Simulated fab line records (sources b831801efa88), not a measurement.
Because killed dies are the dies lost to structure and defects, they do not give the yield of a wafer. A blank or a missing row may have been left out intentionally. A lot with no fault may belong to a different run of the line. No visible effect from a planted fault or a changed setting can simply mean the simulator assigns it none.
fab line records -- flow sky130
record lots=11, wafers=33, last-day=50
route steps=708 shown METAL4@598 METAL5@677 PAD_OPEN@708
lots that met no fault: taken from a fault-free run of the same line
start-h: the number of hours between the record's first day and the start of the first shown wafer of the lot -- wait-h: hours from the lot's prior step to this one -- " as in the row above -- L1.1+2: a row that stands for several wafers -- - no value present, or no start provided -- * or withheld: withheld -- < > ~ a bound
route shown NAME@n: a module of which the file shows steps, and the number in the route of the first -- usual: mean and standard deviation over wafers with no fault -- same: alike in all rows -- chamber/n: place in a boat -- sites: each site's reading -- _std_site: the values' standard deviation -- _edge_site: the outer-site mean with the inner-site mean subtracted -- radius-mm: how far each site lies from the wafer's centre -- mask NAME#n: copy n -- behind: the tool/chamber that last shaped the wafer -- hold: cause of the lot's hold/its duration in hours/its outcome -- device: the n, p or np transistor that did not switch -- end of line: the route-end tests of the same wafers -- for a step that has no rows: nothing shown but its recipe -- killed: dies that structure and defects cost at the first sort, which is not the same as the wafer's yield -- map: a wafer's dies, marking killed ones x, the rest . and places with no die _
set.NAME: the setting the step ran with; set.NAME@STEP: the setting that earlier step ran with -- model.NAME: the simulator's own value behind a step, which no gauge read
steps of the route over a sample of lots; a table a step, a row a wafer
services: a tool's chamber out of use, with start hour (start-h, from the record's first day; less than 0 if before it), hours out, and reason
## steps
# step SKY_METAL4_SPUTTER_00
# recipe material=Ti, target-thk-nm=15, power-w=3000, time-s=10, chamber-pressure-pa=0.4
# usual throttle-valve-pct=30.4/1.2
lot.wafer,tool,chamber,start-h,wait-h,throttle-valve-pct
L402.1,pvd-sputter-04,-,948.41,0.1,29.8
L402.2,pvd-sputter-04,-,948.41,0.1,28.3
L402.4,pvd-sputter-04,-,948.41,0.1,32.1
L403.3,pvd-sputter-01,-,955.54,0.1,27.4
L403.4,pvd-sputter-01,-,955.54,0.1,30.9
L403.5,pvd-sputter-01,-,955.54,0.1,31.3
L405.1,pvd-sputter-04,-,966.30,0.1,29.5
L405.4,pvd-sputter-04,-,966.30,0.1,28.3
L405.5,pvd-sputter-04,-,966.30,0.1,31.9
L407.3,pvd-sputter-04,-,974.32,0.1,32.1
L407.4,pvd-sputter-04,-,974.32,0.1,31.9
L407.5,pvd-sputter-04,-,974.32,0.1,28.4
L408.1,pvd-sputter-02,-,978.89,0.2,29.3
L408.4,pvd-sputter-02,-,978.89,0.2,29.0
L408.5,pvd-sputter-02,-,978.89,0.2,30.1
L409.1,pvd-sputter-01,-,986.35,0.1,31.2
L409.2,pvd-sputter-01,-,986.35,0.1,30.9
L409.3,pvd-sputter-01,-,986.35,0.1,27.8
L415.2,pvd-sputter-02,-,1029.08,0.2,31.8
L415.3,pvd-sputter-02,-,1029.08,0.2,31.4
L415.5,pvd-sputter-02,-,1029.08,0.2,30.4
L418.2,pvd-sputter-02,-,1040.53,0.1,31.4
L418.4,pvd-sputter-02,-,1040.53,0.1,29.2
L418.5,pvd-sputter-02,-,1040.53,0.1,30.3
L420.1,pvd-sputter-02,-,1050.42,0.2,32.0
L420.2,pvd-sputter-02,-,1050.42,0.2,30.9
L420.3,pvd-sputter-02,-,1050.42,0.2,30.3
L421.2,pvd-sputter-04,-,1058.17,0.1,29.6
L421.3,pvd-sputter-04,-,1058.17,0.1,31.9
L421.4,pvd-sputter-04,-,1058.17,0.1,29.4
L424.4,pvd-sputter-04,-,1078.68,0.1,31.9
L424.5,pvd-sputter-04,-,1078.68,0.1,28.5
L424.6,pvd-sputter-04,-,1078.68,0.1,32.0
# step SKY_METAL4_ETCH_16
# recipe chemistry=N2/H2, target=BARC, ion-energy-ev=200, bias-w=100, pressure-mtorr=30, n2-flow-sccm=100, h2-flow-sccm=200, icp-w=500, stop-on=SiO2, time-s=88.2, target-depth-a=600
# usual drypump-motor-current-A=5.6/0.41, h2-flow-sccm=200.0/0.66, oes-product-au=0.626/0.0042, throttle-valve-pct=13.206/0.0092
lot.wafer,tool,chamber,start-h,wait-h,drypump-motor-current-A,h2-flow-sccm,oes-product-au,rf-hours-counter-h,throttle-valve-pct
L402.1,rie-metal-01,0,997.15,0.0,5.9,199.8,0.624,13,13.201
L402.2,rie-metal-01,1,997.15,0.0,6.1,201.1,0.626,18,13.200
L402.4,rie-metal-01,1,997.15,0.0,6.1,200.7,0.624,-,13.212
L403.3,rie-metal-03,1,1003.05,0.0,6.2,200.4,0.625,-,13.213
L403.4,rie-metal-03,0,1003.05,0.0,5.4,200.7,0.623,-,13.217
L403.5,rie-metal-03,1,1003.05,0.0,6.2,199.9,0.630,-,13.196
L405.1,rie-metal-03,0,1013.80,0.0,5.4,199.8,0.624,12,13.210
L405.4,rie-metal-03,1,1013.80,0.0,6.2,200.8,0.633,-,13.200
L405.5,rie-metal-03,1,1013.80,0.0,6.2,199.6,0.627,-,13.197
L407.3,rie-metal-04,0,1020.39,0.0,5.6,200.3,0.628,-,13.206
L407.4,rie-metal-04,1,1020.39,0.0,5.1,199.7,0.623,-,13.216
L407.5,rie-metal-04,1,1020.39,0.0,5.1,199.5,0.629,-,13.191
L408.1,rie-metal-04,0,1026.37,0.0,5.6,200.5,0.626,14,13.214
L408.4,rie-metal-04,0,1026.37,0.0,5.6,200.2,0.620,-,13.199
L408.5,rie-metal-04,1,1026.37,0.0,5.1,200.8,0.628,-,13.203
L409.1,rie-metal-04,0,1033.32,0.0,5.6,200.8,0.619,14,13.208
L409.2,rie-metal-04,1,1033.32,0.0,5.1,199.4,0.623,10,13.205
L409.3,rie-metal-04,0,1033.32,0.0,5.6,200.8,0.632,-,13.215
L415.2,rie-metal-03,1,1074.90,0.0,6.2,199.9,0.629,11,13.212
L415.3,rie-metal-03,0,1074.90,0.0,5.4,200.2,0.631,-,13.197
L415.5,rie-metal-03,1,1074.90,0.0,6.2,200.3,0.621,-,13.202
L418.2,rie-metal-04,0,1086.17,0.0,5.6,201.1,0.623,19,13.196
L418.4,rie-metal-04,0,1086.17,0.0,5.6,200.3,0.627,-,13.207
L418.5,rie-metal-04,0,1086.17,0.0,5.6,201.3,0.625,-,13.188
L420.1,rie-metal-04,1,1096.52,0.0,5.1,200.0,0.630,15,13.206
L420.2,rie-metal-04,0,1096.52,0.0,5.6,200.2,0.620,19,13.216
L420.3,rie-metal-04,1,1096.52,0.0,5.1,199.2,0.628,-,13.206
L421.2,rie-metal-04,1,1102.10,0.0,5.1,200.2,0.631,16,13.203
L421.3,rie-metal-04,1,1102.10,0.0,5.1,199.7,0.632,-,13.209
L421.4,rie-metal-04,0,1102.10,0.0,5.6,201.1,0.630,-,13.197
L424.4,rie-metal-04,1,1121.55,0.0,5.1,199.5,0.631,-,13.222
L424.5,rie-metal-04,1,1121.55,0.0,5.1,199.7,0.623,-,13.222
L424.6,rie-metal-04,0,1121.55,0.0,5.5,200.7,0.623,-,13.219
# step SKY_METAL4_ETCH_17
# recipe target=SiO2, stop-on=TiN, chemistry=C4F8/O2/Ar, source-w=1500, bias-w=1200, pressure-mtorr=40, c4f8-flow-sccm=withheld, O2_flow_sccm=6, Ar_flow_sccm=300, time-s=3.9, target-depth-a=150
# usual oes-product-au=0.754/0.0064
lot.wafer,tool,chamber,start-h,wait-h,oes-product-au,rf-hours-counter-h
L402.1,rie-diel-04,0,997.25,0.1,0.747,5
L402.2,rie-diel-04,1,997.25,0.1,0.741,15
L402.4,rie-diel-04,1,997.25,0.1,0.751,-
L403.3,rie-diel-01,2,1003.12,0.0,0.741,17
L403.4,rie-diel-01,0,1003.12,0.0,0.750,13
L403.5,rie-diel-01,2,1003.12,0.0,0.759,-
L405.1,rie-diel-02,3,1013.90,0.1,0.760,18
L405.4,rie-diel-02,1,1013.90,0.1,0.752,13
L405.5,rie-diel-02,1,1013.90,0.1,0.762,-
L407.3,rie-diel-01,2,1020.45,0.0,0.748,18
L407.4,rie-diel-01,3,1020.45,0.0,0.756,18
L407.5,rie-diel-01,0,1020.45,0.0,0.756,-
L408.1,rie-diel-01,2,1026.47,0.1,0.750,18
L408.4,rie-diel-01,1,1026.47,0.1,0.759,14
L408.5,rie-diel-01,3,1026.47,0.1,0.763,-
L409.1,rie-diel-02,0,1033.42,0.1,0.755,9
L409.2,rie-diel-02,1,1033.42,0.1,0.753,14
L409.3,rie-diel-02,3,1033.42,0.1,0.749,19
L415.2,rie-diel-02,3,1075.00,0.1,0.746,20
L415.3,rie-diel-02,2,1075.00,0.1,0.753,25
L415.5,rie-diel-02,0,1075.00,0.1,0.754,-
L418.2,rie-diel-04,0,1086.27,0.1,0.753,8
L418.4,rie-diel-04,2,1086.27,0.1,0.747,21
L418.5,rie-diel-04,0,1086.27,0.1,0.762,-
L420.1,rie-diel-01,0,1096.62,0.1,0.747,16
L420.2,rie-diel-01,1,1096.62,0.1,0.751,17
L420.3,rie-diel-01,3,1096.62,0.1,0.752,20
L421.2,rie-diel-01,0,1102.20,0.1,0.755,16
L421.3,rie-diel-01,1,1102.20,0.1,0.771,17
L421.4,rie-diel-01,2,1102.20,0.1,0.762,21
L424.4,rie-diel-04,2,1121.62,0.0,0.754,22
L424.5,rie-diel-04,2,1121.62,0.0,0.753,-
L424.6,rie-diel-04,1,1121.62,0.0,0.765,-
# step SKY_METAL5_STRIP_16
# recipe chemistry=O2/N2, power-w=1400, pressure-mtorr=1500, platen-temp-c=withheld, o2-flow-sccm=3000, n2-flow-sccm=300, overash-fraction=0.5
# usual drypump-motor-current-A=5.71/0.2, oes-product-au=0.710/0.0043, strip-time-to-endpoint-s=13.08/0.09
lot.wafer,tool,chamber,start-h,wait-h,drypump-motor-current-A,oes-product-au,rf-hours-counter-h,strip-time-to-endpoint-s
L402.1,plasma-asher-01,0,1046.14,0.2,5.77,0.709,92,13.01
L402.2,plasma-asher-01,1,1046.14,0.2,5.72,0.701,92,13.21
L402.4,plasma-asher-01,0,1046.14,0.2,5.76,0.712,-,13.09
L403.3,plasma-asher-01,1,1051.61,0.1,5.74,0.712,-,13.18
L403.4,plasma-asher-01,0,1051.61,0.1,5.78,0.715,-,12.97
L403.5,plasma-asher-01,0,1051.61,0.1,5.76,0.710,-,13.02
L405.1,plasma-asher-04,0,1061.99,0.2,5.30,0.715,32,13.02
L405.4,plasma-asher-04,1,1061.99,0.2,5.64,0.716,-,13.05
L405.5,plasma-asher-04,0,1061.99,0.2,5.33,0.708,-,13.20
L407.3,plasma-asher-04,0,1068.96,0.1,5.34,0.708,-,12.91
L407.4,plasma-asher-04,1,1068.96,0.1,5.65,0.715,-,13.04
L407.5,plasma-asher-04,1,1068.96,0.1,5.65,0.711,-,13.09
L408.1,plasma-asher-04,1,1074.62,0.2,5.63,0.705,34,13.23
L408.4,plasma-asher-04,0,1074.62,0.2,5.33,0.718,-,13.19
L408.5,plasma-asher-04,0,1074.62,0.2,5.29,0.713,-,13.26
L409.1,plasma-asher-03,0,1080.64,0.2,5.98,0.710,2,13.02
L409.2,plasma-asher-03,1,1080.64,0.2,5.69,0.710,2,13.13
L409.3,plasma-asher-03,1,1080.64,0.2,5.69,0.711,-,13.11
L415.2,plasma-asher-03,0,1119.69,0.2,5.97,0.704,6,13.21
L415.3,plasma-asher-03,1,1119.69,0.2,5.68,0.709,-,13.11
L415.5,plasma-asher-03,0,1119.69,0.2,5.95,0.712,-,13.06
L418.2,plasma-asher-04,1,1129.45,0.2,5.66,0.709,39,13.03
L418.4,plasma-asher-04,0,1129.45,0.2,5.29,0.694,-,12.99
L418.5,plasma-asher-04,0,1129.45,0.2,5.33,0.718,-,12.98
L420.1,plasma-asher-03,0,1138.99,0.2,5.96,0.707,8,13.04
L420.2,plasma-asher-03,1,1138.99,0.2,5.69,0.710,8,13.14
L420.3,plasma-asher-03,0,1138.99,0.2,5.96,0.716,-,13.12
L421.2,plasma-asher-03,1,1145.14,0.2,5.65,0.716,9,13.02
L421.3,plasma-asher-03,0,1145.14,0.2,5.95,0.713,-,12.99
L421.4,plasma-asher-03,1,1145.14,0.2,5.65,0.721,-,12.99
L424.4,plasma-asher-01,0,1162.42,0.1,5.76,0.710,-,13.09
L424.5,plasma-asher-01,0,1162.42,0.1,5.76,0.720,-,12.96
L424.6,plasma-asher-01,1,1162.42,0.1,5.73,0.704,-,13.06
# step SKY_PAD_OPEN_PROBE_99
# usual defect-limited-yield=82.5/2, killed_at_M0_to_M3=43/7.1, killed_at_M4_up=3.3/2, killed-at-contacts=24/5.1, killed-at-front-end=15/4.6, killed-at-other=0.3/0.6, killed-dies=86/9.6, killed-on-rim=17/3.8, killed-open=46/7.3, killed-short=39/6.7, sort_bin_3_pad_short=0.9/0.44, sort_bin_5_function=10.4/1.5, sort_bin_6_memory=6.2/1.1, sort-n-pass=406/9.6, sort-yield-pct=82.5/2
# same gross-dies=492, killed-at-back-side=0, sort_bin_4_leakage[%]=0, sort_bin_8_speed[%]=0
lot.wafer,tool,chamber,start-h,wait-h,defect-limited-yield[%],killed_at_M0_to_M3,killed_at_M4_up,killed-at-contacts,killed-at-front-end,killed-at-other,killed-dies,killed-on-rim,killed-open,killed-short,sort_bin_3_pad_short[%],sort_bin_5_function[%],sort_bin_6_memory[%],sort-n-pass,sort-yield-pct[%]
L402.1,prober-01,-,1094.18,0.1,83.1,39,6,20,18,0,83,18,50,33,0.4,8.7,7.7,409,83.1
L402.2,prober-01,-,1094.23,0.1,80.5,44,1,29,22,0,96,16,51,45,1.4,11.0,7.1,396,80.5
L402.4,prober-01,-,1094.33,0.2,81.7,40,7,28,14,1,90,21,47,43,0.6,11.0,6.7,402,81.7
L415.2,prober-02,-,1160.48,0.1,83.9,39,1,20,19,0,79,15,43,35,1.2,8.5,6.3,413,83.9
L415.3,prober-02,-,1160.53,0.2,83.3,46,5,16,14,1,82,13,47,35,0.6,10.0,6.1,410,83.3
L415.5,prober-02,-,1160.63,0.2,71.5,43,68,14,14,1,140,18,33,44,4.7,17.7,6.1,352,71.5
L418.4,prober-01,-,1168.73,0.2,82.3,45,8,18,16,0,87,15,39,47,1.8,9.6,6.3,405,82.3
L418.5,prober-01,-,1168.78,0.2,80.9,40,8,21,24,1,94,20,50,43,1.2,11.2,6.7,398,80.9
L420.1,prober-01,-,1177.83,0.1,85.4,37,4,23,8,0,72,19,39,33,0.8,8.5,5.3,420,85.4
L420.2,prober-01,-,1177.88,0.1,82.1,44,2,28,14,0,88,13,62,26,0.4,13.2,4.3,404,82.1
L420.3,prober-01,-,1177.93,0.2,81.3,40,1,32,19,0,92,19,54,38,0.6,10.2,7.9,400,81.3
L421.2,prober-02,-,1182.93,0.1,77.6,63,3,26,17,1,110,19,62,47,0.8,14.8,6.7,382,77.6
L421.3,prober-02,-,1182.98,0.2,81.3,44,5,23,19,1,92,20,44,47,1.4,11.0,6.3,400,81.3
L421.4,prober-02,-,1183.03,0.2,79.5,55,4,19,23,0,101,17,54,45,1.8,13.2,5.5,391,79.5
L424.4,prober-01,-,1197.78,0.2,81.5,46,1,28,15,1,91,16,50,41,0.8,12.6,5.1,401,81.5
L424.5,prober-01,-,1197.83,0.2,82.5,35,6,32,13,0,86,18,53,33,0.4,10.2,6.9,406,82.5
L424.6,prober-01,-,1197.88,0.2,80.7,48,2,37,8,0,95,20,58,37,1.0,12.4,5.9,397,80.7
# killed by level:class
L402.1 VIA2:geometric-particle:open=11 LI_CONTACT:geometric-particle:open=8 CONTACT:geometric-particle:open=6 VIA3:geometric-particle:open=6 FIELD_ISO:geometric-particle:short=4 POLY_GATE:geometric-particle:open=4 METAL1:geometric-particle:short=4 VIA1:geometric-particle:open=4
L402.2 CONTACT:geometric-particle:open=11 LI_CONTACT:geometric-particle:open=9 METAL1:geometric-particle:short=8 VIA1:geometric-particle:open=8 VIA2:geometric-particle:open=7 METAL2:geometric-particle:short=6 FIELD_ISO:geometric-particle:short=5 VIA2:geometric-particle:short=5
L402.4 CONTACT:geometric-particle:open=11 VIA3:geometric-particle:open=9 VIA1:geometric-particle:open=8 METAL4:geometric-particle:short=6 METAL2:geometric-particle:short=5 CONTACT:geometric-particle:short=5 POLY_GATE:geometric-particle:short=5 LOCAL_INTERCONNECT:geometric-particle:short=5
L415.2 CONTACT:geometric-particle:open=12 VIA2:geometric-particle:open=6 VIA3:geometric-particle:open=6 METAL1:geometric-particle:short=5 METAL2:geometric-particle:short=5 POLY_GATE:geometric-particle:short=4 POLY_CUT:geometric-particle:short=4 LI_CONTACT:geometric-particle:open=4
L415.3 VIA1:geometric-particle:open=15 CONTACT:geometric-particle:open=8 METAL2:geometric-particle:short=6 FIELD_ISO:geometric-particle:open=5 VIA3:geometric-particle:open=5 LI_CONTACT:geometric-particle:open=4 VIA1:geometric-particle:short=4 METAL3:geometric-particle:short=4
L415.5 METAL4:unspecified=62 VIA1:geometric-particle:open=14 FIELD_ISO:geometric-particle:short=6 VIA1:geometric-particle:short=6 METAL2:geometric-particle:short=6 METAL4:geometric-particle:short=5 LI_CONTACT:geometric-particle:open=5 CONTACT:geometric-particle:open=5
L418.4 METAL2:geometric-particle:short=8 VIA1:geometric-particle:open=7 CONTACT:geometric-particle:open=7 LI_CONTACT:geometric-particle:open=6 METAL4:geometric-particle:short=6 POLY_GATE:geometric-particle:open=5 VIA1:geometric-particle:short=5 VIA3:geometric-particle:short=5
L418.5 VIA1:geometric-particle:open=11 VIA2:geometric-particle:open=9 POLY_GATE:geometric-particle:short=7 CONTACT:geometric-particle:open=7 FIELD_ISO:geometric-particle:short=5 FIELD_ISO:geometric-particle:open=5 LI_CONTACT:geometric-particle:open=5 METAL4:geometric-particle:short=5
L420.1 CONTACT:geometric-particle:open=9 VIA1:geometric-particle:open=7 VIA2:geometric-particle:open=7 VIA1:geometric-particle:short=5 LI_CONTACT:geometric-particle:open=4 FIELD_ISO:geometric-particle:short=3 LOCAL_INTERCONNECT:geometric-particle:open=3 CONTACT:geometric-particle:short=3
L420.2 CONTACT:geometric-particle:open=12 LI_CONTACT:geometric-particle:open=10 VIA1:geometric-particle:open=9 VIA3:geometric-particle:open=7 VIA2:geometric-particle:open=6 METAL2:geometric-particle:short=6 FIELD_ISO:geometric-particle:open=4 METAL3:geometric-particle:short=4
L420.3 CONTACT:geometric-particle:open=13 VIA1:geometric-particle:open=12 FIELD_ISO:geometric-particle:open=7 VIA3:geometric-particle:open=7 LI_CONTACT:geometric-particle:open=6 VIA1:geometric-particle:short=6 VIA2:geometric-particle:open=6 LOCAL_INTERCONNECT:geometric-particle:short=5
L421.2 VIA2:geometric-particle:open=15 METAL1:geometric-particle:short=11 LI_CONTACT:geometric-particle:open=10 VIA3:geometric-particle:open=7 CONTACT:geometric-particle:open=7 VIA2:geometric-particle:short=6 VIA1:geometric-particle:open=5 VIA1:geometric-particle:short=5
L421.3 CONTACT:geometric-particle:open=13 VIA1:geometric-particle:open=11 METAL2:geometric-particle:short=9 FIELD_ISO:geometric-particle:short=7 VIA2:geometric-particle:open=5 LI_CONTACT:geometric-particle:open=4 METAL2:geometric-particle:open=4 METAL1:geometric-particle:short=4
L421.4 VIA1:geometric-particle:open=16 VIA1:geometric-particle:short=9 VIA2:geometric-particle:open=6 CONTACT:geometric-particle:short=5 POLY_GATE:geometric-particle:open=5 METAL1:geometric-particle:short=5 METAL2:geometric-particle:short=5 VIA3:geometric-particle:open=5
L424.4 VIA1:geometric-particle:open=11 LI_CONTACT:geometric-particle:open=9 VIA2:geometric-particle:open=9 CONTACT:geometric-particle:open=8 METAL1:geometric-particle:short=6 METAL2:geometric-particle:short=6 VIA3:geometric-particle:open=6 FIELD_ISO:geometric-particle:short=5
L424.5 CONTACT:geometric-particle:open=14 VIA1:geometric-particle:open=10 VIA3:geometric-particle:open=7 LI_CONTACT:geometric-particle:open=6 CONTACT:geometric-particle:short=6 METAL1:geometric-particle:short=5 FIELD_ISO:geometric-particle:open=4 VIA1:geometric-particle:short=4
L424.6 CONTACT:geometric-particle:open=19 VIA2:geometric-particle:open=10 VIA1:geometric-particle:open=9 LI_CONTACT:geometric-particle:open=7 VIA3:geometric-particle:open=7 CONTACT:geometric-particle:short=6 LOCAL_INTERCONNECT:geometric-particle:short=5 METAL1:geometric-particle:short=5
## services
tool,chamber,start-h,hours,kind
rie-metal-04,1,925.21,2.4,repair
rie-diel-04,3,926.03,2.5,repair
rie-diel-02,1,937.71,7.3,repair
rie-diel-04,1,942.69,9.0,repair
rie-diel-04,0,943.96,3.2,repair
rie-diel-04,0,947.57,4.6,repair
rie-diel-01,-,955.43,2.8,pm
rie-diel-02,-,963.34,2.8,pm
rie-diel-04,-,963.83,0.5,repair
rie-diel-04,1,971.85,3.9,repair
plasma-asher-03,-,972.97,1.6,repair
rie-diel-04,2,973.46,4.2,repair
rie-metal-04,1,975.93,7.1,repair
plasma-asher-01,-,982.05,14.0,repair
plasma-asher-01,-,985.93,11.8,repair
rie-metal-03,-,1025.77,2.8,pm
plasma-asher-03,-,1026.99,1.8,repair
pvd-sputter-02,-,1054.55,13.2,repair
plasma-asher-03,-,1055.25,9.0,pm
rie-diel-01,3,1059.85,4.8,repair
pvd-sputter-02,-,1125.31,2.8,repair
rie-diel-01,3,1143.54,4.0,repair
plasma-asher-03,-,1155.61,12.1,repair
pvd-sputter-02,-,1159.34,4.3,repair
## key
first-sign step=SKY_PAD_OPEN_PROBE_99, reading=killed_at_M4_up, direction=up, sigmas=33, usual=3.3, struck=68
effect step=SKY_PAD_OPEN_PROBE_99, reading=sort_bin_3_pad_short, direction=up, sigmas=8.5, usual=0.9, struck=4.7
met-at SKY_METAL4_ETCH_17
struck-lots L415
struck-wafers L415.5
not-acting-at SKY_METAL4_SPUTTER_00,SKY_METAL4_ETCH_16,SKY_METAL5_STRIP_16
onset-between 1033.42 1075.00
fault kind=chamber-particle-source, tool=rie-diel-02, chamber=0, onset-h=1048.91, steps=SKY_METAL4_ETCH_17, rate-per-visit-cm2=1.7724, end-h=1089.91
